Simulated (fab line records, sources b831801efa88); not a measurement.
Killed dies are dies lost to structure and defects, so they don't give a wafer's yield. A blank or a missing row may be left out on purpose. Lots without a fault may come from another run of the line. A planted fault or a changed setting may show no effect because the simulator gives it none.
Problem report in the 8D (eight disciplines) form, filled by code | flow sky130 | the parts of the form that need people (team, actions taken, sign-off) are left out

1. THE PROBLEM
cd_nm at SKY_VT_ADJUST_NCORE_CD_MEAS_07 reads a mean of 258.8 nm on 6 wafers of 2 lots; wafers without a fault read 380.1 nm with a standard deviation of 2.7. That is -45 standard deviations from the usual mean.
The step: target cd 380 nm.
First seen on wafer L704.1, day 11 11:32, on cd_sem-01. The record holds 39 wafers of 13 lots with a number at this step. Rule for "out", or "out of limits": more than 4 standard deviations from the usual mean. The other wafers with a number count as sound.

2. WHAT IT IS AND WHAT IT IS NOT
question                    | is                     | is not
which readings at this step | cd_nm                  | -
which lots                  | L704, L705             | L694, L695, L696, L697, L700, L702, L709, L710, L714, L716, L717
which wafers of those lots  | all that have a number | -
read on which gauges        | cd_sem-01              | cd_sem-02
when                        | from day 11 11:32      | up to then (18 sound wafers); but 15 sound wafers of L709, L710, L714, L716, L717 came after

3. SUSPECTS, AND WHAT RULES EACH OUT
Counting: a tool at a process step up to the reading stays a suspect if it ran every lot that is out and no sound lot after the first of them.
- the gauge at SKY_VT_ADJUST_NCORE_CD_MEAS_07: kept. All the wafers that are out were read on cd_sem-01, and no step on other tools shows them out.
- litho_track-01 at SKY_VT_ADJUST_NCORE_DEVELOP_06 (develop time 60 s): kept. It ran every lot that is out, first L704 (day 11 11:23), and no sound lot after that; its last sound lot up to then is L700 (day 10 13:11).
Left after counting: litho_track-01 at SKY_VT_ADJUST_NCORE_DEVELOP_06, cd_sem-01 at SKY_VT_ADJUST_NCORE_CD_MEAS_07.

4. THE CAUSE (what the simulator had put in)
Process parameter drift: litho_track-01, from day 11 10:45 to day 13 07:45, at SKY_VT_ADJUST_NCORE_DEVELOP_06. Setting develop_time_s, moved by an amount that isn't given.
Counting left 2 suspects, and this tool is among them.

5. THE CHAIN OF EFFECTS, in route order
Each row: a reading whose mean over the struck wafers that have a number lies more than 3 standard deviations from the usual. Only readings for which the record gives a usual standard deviation are gone through. hours: the time from each lot's start at the first step in this table that gives one to its start at this step, as a median over the lots. sigmas: the change in usual standard deviations.
hours | step                           | reading | usual    | on struck wafers | change | sigmas
0     | SKY_VT_ADJUST_NCORE_CD_MEAS_07 | cd_nm   | 380.1 nm | 258.8            | -121.3 | -45
Later measuring or inspecting steps at which every struck wafer that the step has a row for has a number for every such reading, and none has moved that far: SKY_SONOS_TUNNEL_CD_MEAS_07, SKY_SONOS_ONO_THK_MEAS_03.

6. WHAT WOULD HAVE CAUGHT IT SOONER
In this record the first reading out of limits at a measuring or inspecting step was taken at day 11 11:32, 1 hour after the fault began at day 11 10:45.
Of the tool readings at SKY_VT_ADJUST_NCORE_DEVELOP_06 for which the record gives a usual standard deviation, none was out on any struck wafer, so an alarm limit of 4 standard deviations on them would not have fired.
Of the lots that are out (2), L705 began SKY_VT_ADJUST_NCORE_DEVELOP_06 on litho_track-01 after day 11 11:32. A hold on the tool at that time would have spared it.
